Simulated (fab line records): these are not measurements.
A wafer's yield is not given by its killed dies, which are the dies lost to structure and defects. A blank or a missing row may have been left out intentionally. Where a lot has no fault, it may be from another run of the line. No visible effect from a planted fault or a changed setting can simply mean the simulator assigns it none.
fab line records + flow sky130
[record]
- lots = 13
- wafers = 39
- lastDay = 50
route steps=708 shown METAL1@450 VIA1@467
lots with no fault: from the same line, run without faults
startH: the number of hours between the record's first day and the start of the first shown wafer of the lot + waitH: how many hours have passed since the lot's step before this one + " same as the row above + L1.1+2: a single row standing in for several wafers + - no value, or no start given + * or withheld: withheld + < > ~ a bound
route shown NAME@n: a module of which the file shows steps, and the number in the route of the first + usual: mean/standard deviation of fault-free wafers + same: alike in all rows + chamber/n: place in a boat + sites: each site's reading + _std_site: the values' standard deviation + _edge_site: mean of outer sites minus mean of inner sites + radiusMm: how far each site lies from the wafer's centre + mask NAME#n: copy n + behind: tool/chamber where the wafer was last shaped + hold: cause of the lot's hold/its duration in hours/its outcome + device: names the non-switching transistor (n, p or np) + end of line: at the end of the route, the tests of the same wafers + where a step has no rows: the recipe by itself + killed: count of dies lost to structure and defects at first sort (not the wafer's yield) + map: per-die view of a wafer (x killed, . not killed, _ where there is no die)
set.NAME: the run value of the setting; set.NAME@STEP: its run value at that earlier step + model.NAME: the simulator's own value behind a step, which no gauge read
one table for each step of the route and one row for each wafer, over a sample of lots
services: the hour from which a tool's chamber was out of use, counted from the record's first day as startH (under 0 if before that day), plus the number of hours and why
[[steps]]
[step SKY_METAL1_OVL_MEAS_16]
[usual]
- METAL1_OVL = -2/6.6
| lot.wafer | tool       | chamber | startH | waitH | METAL1_OVL[nm] |
|-----------|------------|---------|--------|-------|----------------|
| L400.2    | overlay-02 | -       | 772.27 | 0.1   | 1              |
| L400.3    | "          | -       | "      | "     | 8              |
| L400.6    | "          | -       | "      | "     | -2             |
| L401.1    | overlay-01 | -       | 782.49 | 0.1   | 10             |
| L401.3    | "          | -       | "      | "     | 8              |
| L401.6    | "          | -       | "      | "     | 5              |
| L402.1    | overlay-01 | -       | 789.94 | 0.1   | -10            |
| L402.2    | "          | -       | "      | "     | 0              |
| L402.4    | "          | -       | "      | "     | -5             |
| L403.2    | overlay-02 | -       | 807.45 | 0.1   | -3             |
| L403.3    | "          | -       | "      | "     | -9             |
| L403.6    | "          | -       | "      | "     | -5             |
| L404.2    | overlay-02 | -       | 808.10 | 0.1   | -6             |
| L404.3    | "          | -       | "      | "     | -2             |
| L404.6    | "          | -       | "      | "     | -2             |
| L405.1    | overlay-01 | -       | 818.89 | 0.1   | -8             |
| L405.3    | "          | -       | "      | "     | -4             |
| L405.4    | "          | -       | "      | "     | 4              |
| L406.1    | overlay-01 | -       | 831.41 | 0.1   | 1              |
| L406.4    | "          | -       | "      | "     | -13            |
| L406.5    | "          | -       | "      | "     | 0              |
| L408.1    | overlay-02 | -       | 858.06 | 0.1   | -9             |
| L408.2    | "          | -       | "      | "     | -2             |
| L408.3    | "          | -       | "      | "     | -16            |
| L419.4    | overlay-01 | -       | 917.48 | 0.1   | -5             |
| L419.5    | "          | -       | "      | "     | 0              |
| L419.6    | "          | -       | "      | "     | 3              |
| L421.1    | overlay-02 | -       | 936.19 | 0.1   | 0              |
| L421.3    | "          | -       | "      | "     | 7              |
| L421.6    | "          | -       | "      | "     | -5             |
| L420.3    | overlay-01 | -       | 941.25 | 0.1   | -6             |
| L420.4    | "          | -       | "      | "     | -7             |
| L420.5    | "          | -       | "      | "     | -4             |
| L422.4    | overlay-01 | -       | 944.71 | 0.1   | 2              |
| L422.5    | "          | -       | "      | "     | 0              |
| L422.6    | "          | -       | "      | "     | 3              |
| L423.1    | overlay-02 | -       | 945.19 | 0.1   | -15            |
| L423.4    | "          | -       | "      | "     | 3              |
| L423.5    | "          | -       | "      | "     | -6             |
[step SKY_METAL1_METAL_ETCH_19]
[recipe]
- targetDepthA = 3600
- stopOn = SiO2
- overEtchFrac = 0.3
- timeS = 78
- chemistry = Cl2/BCl3
- resistSidewallDeg = 88
- pressureMtorr = 10
- icpW = 900
- biasW = 48.5
- Cl2_flow_sccm = 60
- bcl3FlowSccm = 30
[usual]
- drypumpMotorCurrentA = 6.1/0.31
- oesProductAu = 0.853/0.0067
- rfFwdPowerW = 892/3.6
- throttleValvePct = 22.266/0.0093
| lot.wafer | tool        | chamber | startH | waitH | drypumpMotorCurrentA | oesProductAu | rfFwdPowerW | rfHoursCounterH | throttleValvePct |
|-----------|-------------|---------|--------|-------|----------------------|--------------|-------------|-----------------|------------------|
| L400.2    | rieMetal-01 | 0       | 772.52 | 0.1   | 6.2                  | 0.858        | 891         | -               | 22.262           |
| L400.3    | "           | 0       | "      | "     | 6.2                  | 0.843        | 891         | -               | 22.271           |
| L400.6    | "           | 0       | "      | "     | 6.1                  | 0.855        | 894         | -               | 22.273           |
| L401.1    | rieMetal-02 | 1       | 782.72 | 0.1   | 5.8                  | 0.842        | 897         | 13              | 22.269           |
| L401.3    | "           | 1       | "      | "     | 5.7                  | 0.856        | 894         | -               | 22.269           |
| L401.6    | "           | 1       | "      | "     | 5.7                  | 0.842        | 891         | -               | 22.272           |
| L402.1    | rieMetal-04 | 0       | 790.07 | 0.0   | 5.6                  | 0.864        | 897         | 3               | 22.260           |
| L402.2    | "           | 1       | "      | "     | 6.6                  | 0.851        | 893         | 13              | 22.263           |
| L402.4    | "           | 0       | "      | "     | 5.6                  | 0.863        | 899         | -               | 22.270           |
| L403.2    | rieMetal-01 | 0       | 807.57 | 0.0   | 6.1                  | 0.860        | 889         | 11              | 22.268           |
| L403.3    | "           | 1       | "      | "     | 6.4                  | 0.860        | 886         | -               | 22.258           |
| L403.6    | "           | 0       | "      | "     | 6.1                  | 0.856        | 893         | -               | 22.283           |
| L404.2    | rieMetal-04 | 0       | 808.22 | 0.0   | 5.6                  | 0.839        | 892         | 3               | 22.264           |
| L404.3    | "           | 1       | "      | "     | 6.6                  | 0.852        | 896         | -               | 22.264           |
| L404.6    | "           | 0       | "      | "     | 5.6                  | 0.846        | 892         | -               | 22.269           |
| L405.1    | rieMetal-04 | 0       | 819.02 | 0.0   | 5.6                  | 0.851        | 897         | 4               | 22.278           |
| L405.3    | "           | 1       | "      | "     | 6.5                  | 0.857        | 893         | -               | 22.266           |
| L405.4    | "           | 0       | "      | "     | 5.6                  | 0.855        | 895         | -               | 22.267           |
| L406.1    | rieMetal-02 | 0       | 831.54 | 0.0   | 6.1                  | 0.857        | 890         | 2               | 22.276           |
| L406.4    | "           | 1       | "      | "     | 5.7                  | 0.856        | 895         | -               | 22.243           |
| L406.5    | "           | 0       | "      | "     | 6.0                  | 0.858        | 892         | -               | 22.270           |
| L408.1    | rieMetal-01 | 0       | 858.19 | 0.0   | 6.2                  | 0.856        | 892         | 13              | 22.277           |
| L408.2    | "           | 1       | "      | "     | 6.4                  | 0.843        | 886         | 3               | 22.264           |
| L408.3    | "           | 0       | "      | "     | 6.1                  | 0.854        | 893         | -               | 22.257           |
| L419.4    | rieMetal-01 | 0       | 917.66 | 0.1   | 6.2                  | 0.851        | 891         | -               | 22.274           |
| L419.5    | "           | 1       | "      | "     | 6.4                  | 0.840        | 889         | -               | 22.268           |
| L419.6    | "           | 0       | "      | "     | 6.2                  | 0.847        | 889         | -               | 22.272           |
| L421.1    | rieMetal-01 | 1       | 936.32 | 0.0   | 6.4                  | 0.848        | 891         | 6               | 22.255           |
| L421.3    | "           | 0       | "      | "     | 6.1                  | 0.861        | 894         | -               | 22.249           |
| L421.6    | "           | 1       | "      | "     | 6.3                  | 0.862        | 888         | -               | 22.257           |
| L420.3    | rieMetal-02 | 0       | 941.40 | 0.1   | 6.1                  | 0.856        | 894         | -               | 22.253           |
| L420.4    | "           | 1       | "      | "     | 5.7                  | 0.855        | 893         | -               | 22.265           |
| L420.5    | "           | 1       | "      | "     | 5.7                  | 0.853        | 894         | -               | 22.258           |
| L422.4    | rieMetal-02 | 1       | 944.85 | 0.1   | 5.7                  | 0.844        | 894         | -               | 22.272           |
| L422.5    | "           | 1       | "      | "     | 5.7                  | 0.861        | 890         | -               | 22.254           |
| L422.6    | "           | 0       | "      | "     | 6.1                  | 0.853        | 892         | -               | 22.259           |
| L423.1    | rieMetal-01 | 1       | 945.32 | 0.0   | 6.4                  | 0.856        | 885         | 7               | 22.240           |
| L423.4    | "           | 1       | "      | "     | 6.4                  | 0.841        | 888         | -               | 22.251           |
| L423.5    | "           | 1       | "      | "     | 6.4                  | 0.845        | 887         | -               | 22.270           |
[step SKY_METAL1_STRIP_20]
[recipe]
- chemistry = O2/N2
- powerW = 1400
- pressureMtorr = 1500
- platenTempC = withheld
- o2FlowSccm = 3000
- n2FlowSccm = 300
- overashFraction = 0.5
[usual]
- drypumpMotorCurrentA = 5.7/0.51
- oesProductAu = 0.345/0.0055
- stripTimeToEndpointS = 2.74/0.069
| lot.wafer | tool           | chamber | startH | waitH | drypumpMotorCurrentA | oesProductAu | rfHoursCounterH | stripTimeToEndpointS |
|-----------|----------------|---------|--------|-------|----------------------|--------------|-----------------|----------------------|
| L400.2    | plasmaAsher-02 | 1       | 772.67 | 0.1   | 6.2                  | 0.348        | 2               | 2.83                 |
| L400.3    | "              | 1       | "      | "     | 6.2                  | 0.355        | -               | 2.83                 |
| L400.6    | "              | 1       | "      | "     | 6.2                  | 0.342        | -               | 2.83                 |
| L401.1    | plasmaAsher-02 | 1       | 782.90 | 0.1   | 6.1                  | 0.341        | 3               | 2.69                 |
| L401.3    | "              | 1       | "      | "     | 6.2                  | 0.340        | -               | 2.73                 |
| L401.6    | "              | 1       | "      | "     | 6.2                  | 0.338        | -               | 2.73                 |
| L402.1    | plasmaAsher-03 | 0       | 790.16 | 0.1   | 6.1                  | 0.348        | 36              | 2.72                 |
| L402.2    | "              | 1       | "      | "     | 5.8                  | 0.345        | 36              | 2.64                 |
| L402.4    | "              | 0       | "      | "     | 6.1                  | 0.353        | -               | 2.74                 |
| L403.2    | plasmaAsher-03 | 1       | 807.66 | 0.1   | 5.8                  | 0.344        | 38              | 2.80                 |
| L403.3    | "              | 0       | "      | "     | 6.1                  | 0.338        | -               | 2.59                 |
| L403.6    | "              | 1       | "      | "     | 5.9                  | 0.353        | -               | 2.82                 |
| L404.2    | plasmaAsher-02 | 1       | 808.31 | 0.1   | 6.2                  | 0.339        | 6               | 2.76                 |
| L404.3    | "              | 1       | "      | "     | 6.1                  | 0.339        | -               | 2.72                 |
| L404.6    | "              | 0       | "      | "     | 5.1                  | 0.352        | -               | 2.76                 |
| L405.1    | plasmaAsher-04 | 0       | 819.11 | 0.1   | 6.1                  | 0.356        | 102             | 2.75                 |
| L405.3    | "              | 0       | "      | "     | 6.1                  | 0.346        | -               | 2.72                 |
| L405.4    | "              | 1       | "      | "     | 4.9                  | 0.346        | -               | 2.77                 |
| L406.1    | plasmaAsher-02 | 1       | 831.63 | 0.1   | 6.2                  | 0.344        | 8               | 2.73                 |
| L406.4    | "              | 0       | "      | "     | 5.1                  | 0.348        | -               | 2.79                 |
| L406.5    | "              | 1       | "      | "     | 6.2                  | 0.340        | -               | 2.76                 |
| L408.1    | plasmaAsher-04 | 1       | 858.28 | 0.1   | 4.9                  | 0.343        | 106             | 2.78                 |
| L408.2    | "              | 0       | "      | "     | 6.1                  | 0.345        | 106             | 2.66                 |
| L408.3    | "              | 0       | "      | "     | 6.1                  | 0.349        | -               | 2.77                 |
| L419.4    | plasmaAsher-03 | 0       | 917.78 | 0.1   | 6.1                  | 0.351        | -               | 2.83                 |
| L419.5    | "              | 1       | "      | "     | 5.8                  | 0.343        | -               | 2.63                 |
| L419.6    | "              | 0       | "      | "     | 6.1                  | 0.344        | -               | 2.86                 |
| L421.1    | plasmaAsher-04 | 1       | 936.41 | 0.1   | 4.9                  | 0.336        | 114             | 2.65                 |
| L421.3    | "              | 1       | "      | "     | 4.9                  | 0.345        | -               | 2.80                 |
| L421.6    | "              | 1       | "      | "     | 4.9                  | 0.343        | -               | 2.66                 |
| L420.3    | plasmaAsher-04 | 0       | 941.49 | 0.1   | 6.1                  | 0.346        | -               | 2.72                 |
| L420.4    | "              | 1       | "      | "     | 4.9                  | 0.339        | -               | 2.87                 |
| L420.5    | "              | 1       | "      | "     | 4.9                  | 0.350        | -               | 2.85                 |
| L422.4    | plasmaAsher-02 | 0       | 944.95 | 0.1   | 5.1                  | 0.349        | -               | 2.90                 |
| L422.5    | "              | 1       | "      | "     | 6.2                  | 0.352        | -               | 2.88                 |
| L422.6    | "              | 0       | "      | "     | 5.1                  | 0.345        | -               | 2.76                 |
| L423.1    | plasmaAsher-03 | 0       | 945.41 | 0.1   | 6.0                  | 0.333        | 51              | 2.62                 |
| L423.4    | "              | 1       | "      | "     | 5.8                  | 0.330        | -               | 2.59                 |
| L423.5    | "              | 0       | "      | "     | 6.0                  | 0.342        | -               | 2.61                 |
[step SKY_VIA1_EXPOSE_09]
[recipe]
- maskId = VIM
- na = 0.8
- sourceShape = annular
- sigmaInner = 0.55
- sigmaOuter = 0.85
- targetCdNm = 150
- doseMj = 38
[usual]
- exposureDoseMJCm2 = 38.1/0.32
- focusOffsetNm = 0.0/0.51
- stageVelMmS = 499.98/0.27
| lot.wafer | tool          | chamber | startH | waitH | mask  | exposureDoseMJCm2 | focusOffsetNm | stageVelMmS |
|-----------|---------------|---------|--------|-------|-------|-------------------|---------------|-------------|
| L400.2    | krfScanner-01 | 0       | 787.06 | -     | VIM#0 | 38.0              | 1.7           | 500.21      |
| L400.3    | "             | 0       | "      | "     | VIM#0 | 38.0              | -0.2          | 500.19      |
| L400.6    | "             | 0       | "      | "     | VIM#0 | 38.0              | 0.3           | 500.09      |
| L401.1    | krfScanner-02 | 0       | 798.10 | -     | VIM#0 | 37.9              | 0.0           | 500.27      |
| L401.3    | "             | 0       | "      | "     | VIM#0 | 38.0              | -0.1          | 500.39      |
| L401.6    | "             | 0       | "      | "     | VIM#0 | 37.9              | 0.0           | 500.25      |
| L402.1    | krfScanner-01 | 0       | 805.22 | -     | VIM#0 | 37.9              | -0.4          | 499.84      |
| L402.2    | "             | 0       | "      | "     | VIM#0 | 37.9              | -0.8          | 499.37      |
| L402.4    | "             | 0       | "      | "     | VIM#0 | 37.9              | -0.3          | 499.80      |
| L403.2    | krfScanner-01 | 0       | 822.49 | -     | VIM#0 | 38.6              | 1.1           | 500.47      |
| L403.3    | "             | 0       | "      | "     | VIM#0 | 38.7              | 0.2           | 499.98      |
| L403.6    | "             | 0       | "      | "     | VIM#0 | 38.6              | -0.1          | 500.23      |
| L404.2    | krfScanner-02 | 0       | 822.89 | -     | VIM#0 | 38.0              | -0.3          | 500.37      |
| L404.3    | "             | 0       | "      | "     | VIM#0 | 37.9              | -0.1          | 500.08      |
| L404.6    | "             | 0       | "      | "     | VIM#0 | 37.9              | -0.2          | 499.87      |
| L405.1    | krfScanner-02 | 0       | 833.74 | -     | VIM#0 | 37.9              | -0.6          | 499.92      |
| L405.3    | "             | 0       | "      | "     | VIM#0 | 37.9              | -0.6          | 499.92      |
| L405.4    | "             | 0       | "      | "     | VIM#0 | 37.9              | -0.5          | 499.63      |
| L406.1    | krfScanner-02 | 0       | 846.57 | -     | VIM#0 | 37.9              | 0.2           | 500.04      |
| L406.4    | "             | 0       | "      | "     | VIM#0 | 37.9              | 0.0           | 500.04      |
| L406.5    | "             | 0       | "      | "     | VIM#0 | 37.9              | 0.6           | 499.94      |
| L408.1    | krfScanner-02 | 0       | 872.25 | -     | VIM#0 | 41.8              | 0.7           | 499.71      |
| L408.2    | "             | 0       | "      | "     | VIM#0 | 41.7              | -0.5          | 499.82      |
| L408.3    | "             | 0       | "      | "     | VIM#0 | 41.7              | 0.1           | 500.45      |
| L419.4    | krfScanner-01 | 0       | 931.36 | -     | VIM#0 | 38.6              | -1.4          | 499.95      |
| L419.5    | "             | 0       | "      | "     | VIM#0 | 38.6              | 0.1           | 499.68      |
| L419.6    | "             | 0       | "      | "     | VIM#0 | 38.7              | 0.3           | 500.09      |
| L421.1    | krfScanner-02 | 0       | 950.07 | -     | VIM#0 | 37.9              | -0.1          | 499.47      |
| L421.3    | "             | 0       | "      | "     | VIM#0 | 37.9              | -0.3          | 499.78      |
| L421.6    | "             | 0       | "      | "     | VIM#0 | 37.8              | 0.4           | 499.83      |
| L420.3    | krfScanner-02 | 0       | 954.74 | -     | VIM#0 | 37.9              | -0.2          | 500.34      |
| L420.4    | "             | 0       | "      | "     | VIM#0 | 37.8              | 0.2           | 500.18      |
| L420.5    | "             | 0       | "      | "     | VIM#0 | 37.9              | 0.1           | 500.42      |
| L422.4    | krfScanner-02 | 0       | 957.45 | -     | VIM#0 | 37.9              | 0.7           | 499.97      |
| L422.5    | "             | 0       | "      | "     | VIM#0 | 37.9              | 1.2           | 499.38      |
| L422.6    | "             | 0       | "      | "     | VIM#0 | 37.9              | 0.5           | 499.82      |
| L423.1    | krfScanner-01 | 0       | 958.50 | -     | VIM#0 | 38.6              | -0.5          | 500.30      |
| L423.4    | "             | 0       | "      | "     | VIM#0 | 38.7              | -0.3          | 500.08      |
| L423.5    | "             | 0       | "      | "     | VIM#0 | 38.7              | -0.1          | 500.55      |
[step SKY_VIA1_CD_MEAS_12]
[recipe]
- targetCdNm = 150
[usual]
- cdNm = 149.9/1.5
| lot.wafer | tool     | chamber | startH | waitH | cdNm  |
|-----------|----------|---------|--------|-------|-------|
| L400.2    | cdSem-02 | -       | 800.56 | -     | 154.6 |
| L400.3    | "        | -       | "      | "     | 155.4 |
| L400.6    | "        | -       | "      | "     | 152.0 |
| L401.1    | cdSem-02 | -       | 811.14 | -     | 150.1 |
| L401.3    | "        | -       | "      | "     | 149.2 |
| L401.6    | "        | -       | "      | "     | 149.4 |
| L402.1    | cdSem-02 | -       | 818.42 | -     | 149.4 |
| L402.2    | "        | -       | "      | "     | 149.1 |
| L402.4    | "        | -       | "      | "     | 149.7 |
| L403.2    | cdSem-01 | -       | 835.81 | -     | 149.2 |
| L403.3    | "        | -       | "      | "     | 148.0 |
| L403.6    | "        | -       | "      | "     | 148.5 |
| L404.2    | cdSem-02 | -       | 836.12 | -     | 150.0 |
| L404.3    | "        | -       | "      | "     | 149.7 |
| L404.6    | "        | -       | "      | "     | 148.6 |
| L405.1    | cdSem-01 | -       | 846.80 | -     | 150.8 |
| L405.3    | "        | -       | "      | "     | 150.1 |
| L405.4    | "        | -       | "      | "     | 152.2 |
| L406.1    | cdSem-02 | -       | 859.57 | -     | 149.6 |
| L406.4    | "        | -       | "      | "     | 151.2 |
| L406.5    | "        | -       | "      | "     | 148.0 |
| L408.1    | cdSem-02 | -       | 885.40 | -     | 111.0 |
| L408.2    | "        | -       | "      | "     | 39.4  |
| L408.3    | "        | -       | "      | "     | -     |
| L419.4    | cdSem-02 | -       | 944.20 | -     | 148.9 |
| L419.5    | "        | -       | "      | "     | 149.9 |
| L419.6    | "        | -       | "      | "     | 149.1 |
| L421.1    | cdSem-02 | -       | 961.82 | -     | 150.3 |
| L421.3    | "        | -       | "      | "     | 150.5 |
| L421.6    | "        | -       | "      | "     | 151.1 |
| L420.3    | cdSem-01 | -       | 967.19 | -     | 149.9 |
| L420.4    | "        | -       | "      | "     | 148.0 |
| L420.5    | "        | -       | "      | "     | 147.9 |
| L422.4    | cdSem-02 | -       | 968.83 | -     | 150.8 |
| L422.5    | "        | -       | "      | "     | 151.0 |
| L422.6    | "        | -       | "      | "     | 151.2 |
| L423.1    | cdSem-01 | -       | 970.49 | -     | 148.2 |
| L423.4    | "        | -       | "      | "     | 151.2 |
| L423.5    | "        | -       | "      | "     | 148.7 |
[[services]]
| tool           | chamber | startH | hours | kind        |
|----------------|---------|--------|-------|-------------|
| plasmaAsher-02 | -       | 750.87 | 11.6  | repair      |
| krfScanner-02  | -       | 760.79 | 0.8   | pm          |
| rieMetal-01    | 1       | 762.17 | -     | clean       |
| krfScanner-01  | -       | 787.88 | 0.5   | repair      |
| rieMetal-02    | 1       | 797.27 | 13.0  | repair      |
| krfScanner-02  | -       | 803.63 | 1.3   | pm          |
| krfScanner-01  | -       | 805.65 | 1.0   | pm          |
| krfScanner-01  | -       | 810.26 | 0.8   | pm          |
| krfScanner-02  | 0       | 814.49 | -     | calibration |
| rieMetal-02    | 0       | 826.93 | 2.3   | repair      |
| krfScanner-01  | -       | 833.21 | 4.9   | repair      |
| krfScanner-01  | -       | 838.86 | 1.3   | pm          |
| krfScanner-02  | -       | 845.80 | 0.4   | repair      |
| krfScanner-02  | -       | 847.68 | 3.6   | repair      |
| krfScanner-01  | -       | 851.31 | 3.6   | pm          |
| plasmaAsher-04 | -       | 860.16 | 3.2   | repair      |
| plasmaAsher-03 | -       | 869.06 | 0.9   | repair      |
| krfScanner-02  | -       | 870.30 | 1.0   | pm          |
| krfScanner-02  | -       | 887.12 | 0.8   | pm          |
| plasmaAsher-03 | -       | 900.15 | 2.8   | pm          |
| plasmaAsher-02 | -       | 913.74 | 4.6   | repair      |
| plasmaAsher-03 | -       | 920.68 | 1.0   | repair      |
| krfScanner-01  | -       | 925.96 | 4.0   | pm          |
| rieMetal-04    | 0       | 946.43 | 21.8  | repair      |
[[key]]
[firstSign]
- step = SKY_VIA1_EXPOSE_09
- reading = exposureDoseMJCm2
- direction = up
- sigmas = 11
- usual = *
- struck = *
[effect]
- step = SKY_VIA1_CD_MEAS_12
- reading = cdNm
- direction = down
- sigmas = 49
- usual = 149.9
- struck = 75.2
- through = controlLoop
metAt SKY_VIA1_EXPOSE_09
struckLots L408
laterRowsLeftOut L408.1,L408.2,L408.3
sortLeftOut L408.1,L408.2,L408.3
[loopTrim]
- step = SKY_VIA1_EXPOSE_09
- setting = dose
- lots = L408
notActingAt SKY_METAL1_OVL_MEAS_16,SKY_METAL1_METAL_ETCH_19,SKY_METAL1_STRIP_20
onsetBetween 846.57 872.25
[fault]
- kind = processParameterDrift
- tool = krfScanner-02
- chamber = -
- onsetH = 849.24
- steps = SKY_VIA1_EXPOSE_09
- channel = focusNm
- offset = 411.26
- spreadByWafer = 0.3
- shape = step
- endH = 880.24
// sortLeftOut: the simulated sort isn't trusted on such a fault, so these wafers' sort isn't shown, and their yield isn't known
// laterRowsLeftOut: the simulator's readings of these wafers behind a module that went badly wrong aren't trusted and aren't shown, but for the sort
// loopTrim: a control loop set the setting to another value than it would have without faults
